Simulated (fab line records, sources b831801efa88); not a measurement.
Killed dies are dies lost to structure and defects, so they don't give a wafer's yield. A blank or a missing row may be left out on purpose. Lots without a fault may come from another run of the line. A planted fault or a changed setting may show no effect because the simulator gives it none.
Which tool did it? | flow sky130 | 14 lots, 42 wafers sampled, at 3 steps of a route of 708

WHAT THE GAUGES READ, wafer by wafer
SKY_RES_XHIGH_TW_MEAS_09.
lot  | measured     | on            | RES_XHIGH_TW
L455 | day 26 22:22 | film_metro-03 | 1642 1645 1641
L456 | day 27 01:28 | film_metro-03 | 1643 1637 1635
L457 | day 27 10:17 | film_metro-01 | 1618 1619 1623
L458 | day 27 16:03 | film_metro-03 | 1641 1635 1642
L463 | day 30 04:00 | film_metro-02 | 1551 1541 1544
L466 | day 30 23:25 | film_metro-01 | 1530 1519 1516
L468 | day 31 11:59 | film_metro-02 | 1661 1659 1654
L470 | day 31 21:43 | film_metro-03 | 1638 1647 1640
L472 | day 32 06:25 | film_metro-01 | 1624 1617 1622
L474 | day 33 06:15 | film_metro-03 | 1637 1646 1644
L475 | day 34 00:22 | film_metro-03 | 1657 1653 1643
L477 | day 34 00:26 | film_metro-02 | 1667 1653 1667
L476 | day 34 02:43 | film_metro-01 | 1626 1628 1620
L478 | day 34 10:24 | film_metro-01 | 1628 1628 1626

SKY_SD_N_RS_MEAS_18: measures by four-point-probe.
lot  | measured     | on            | RES_XHIGH_RS (ohm/sq)
L455 | day 28 03:50 | film_metro-02 | 331.4 332.8 332.1
L456 | day 28 07:03 | film_metro-01 | 335.0 335.7 334.3
L457 | day 28 15:01 | film_metro-02 | 334.1 333.3 335.0
L458 | day 28 21:09 | film_metro-01 | 334.4 334.0 332.7
L463 | day 31 08:23 | film_metro-02 | 391.1 390.5 393.0
L466 | day 32 02:37 | film_metro-03 | 391.8 391.4 393.6
L468 | day 32 14:34 | film_metro-01 | 331.6 334.3 334.2
L470 | day 33 01:23 | film_metro-01 | 332.6 333.6 333.5
L472 | day 33 10:11 | film_metro-02 | 332.9 330.6 332.4
L474 | day 34 09:32 | film_metro-02 | 332.5 334.0 332.5
L475 | day 35 03:31 | film_metro-02 | 334.3 334.9 334.1
L477 | day 35 04:07 | film_metro-02 | 332.6 331.2 332.3
L476 | day 35 06:07 | film_metro-03 | 332.4 332.5 332.1
L478 | day 35 14:03 | film_metro-03 | 334.0 334.3 333.0

WHICH TOOL RAN EACH LOT (tool, then ch and the chambers of the sampled wafers, then the start)
lot  | SKY_RES_XHIGH_IMPLANT_07
L455 | implanter-03 ch 0, day 26 22:09
L456 | implanter-03 ch 0, day 27 01:13
L457 | implanter-04 ch 0, day 27 10:04
L458 | implanter-04 ch 0, day 27 15:48
L463 | implanter-02 ch 0, day 30 03:45
L466 | implanter-02 ch 0, day 30 23:11
L468 | implanter-03 ch 0, day 31 11:44
L470 | implanter-03 ch 0, day 31 21:30
L472 | implanter-03 ch 0, day 32 06:12
L474 | implanter-02 ch 0, day 33 06:00
L475 | implanter-02 ch 0, day 34 00:08
L477 | implanter-04 ch 0, day 34 00:11
L476 | implanter-03 ch 0, day 34 02:29
L478 | implanter-04 ch 0, day 34 10:09
- SKY_RES_XHIGH_IMPLANT_07

WHAT THE TOOLS THEMSELVES READ (means of the sampled wafers that have a number; where no wafer has one, the mark that the record gives instead)
SKY_RES_XHIGH_IMPLANT_07.
lot  | tool         | beam_on_s (s) | faraday_current_uA
L455 | implanter-03 | 42.7          | 474
L456 | implanter-03 | 41.6          | 488
L457 | implanter-04 | 43.7          | 465
L458 | implanter-04 | 44.2          | 458
L463 | implanter-02 | 31.4          | 647
L466 | implanter-02 | 31.4          | 646
L468 | implanter-03 | 42.0          | 483
L470 | implanter-03 | 41.7          | 487
L472 | implanter-03 | 42.0          | 484
L474 | implanter-02 | 38.0          | 534
L475 | implanter-02 | 38.7          | 526
L477 | implanter-04 | 43.7          | 463
L476 | implanter-03 | 42.4          | 479
L478 | implanter-04 | 43.8          | 464

THE ANSWER, worked out from the rows above alone
Rule: what is usual is taken from the lots themselves. Put in order of their means at a reading, lots are off if they are a third of the lots or fewer, leave a main group of 4 or more, and stand apart from it by a gap of 3 or more times the standard deviation of the main group's means; of several such gaps the widest counts. A main group whose means are all the same, to the digits that the tables above print for the reading, isn't used. A lot without any number at a reading at which 4 lots or more have one is off too. The other lots that the step has rows for count as sound. The gauges are gone through in route order, then the tools' own readings, and for those a lot's mean is taken as printed above. The first step at which some lot is off is used, and at that step the reading that is off furthest; a lot without a number counts as furthest.
Off: L463, L466, at SKY_RES_XHIGH_TW_MEAS_09 (RES_XHIGH_TW). The main group: mean 1639, standard deviation 13.
A tool fits if, at a process step before that reading, it ran every lot that is off, and no sound lot after the first of them. The gauges at SKY_RES_XHIGH_TW_MEAS_09 aren't tried: what is off there is off at SKY_RES_XHIGH_IMPLANT_07 too, on other tools, and a gauge's error can't cause that. None of those tried fits.

WHAT THE SIMULATOR HAD PUT IN
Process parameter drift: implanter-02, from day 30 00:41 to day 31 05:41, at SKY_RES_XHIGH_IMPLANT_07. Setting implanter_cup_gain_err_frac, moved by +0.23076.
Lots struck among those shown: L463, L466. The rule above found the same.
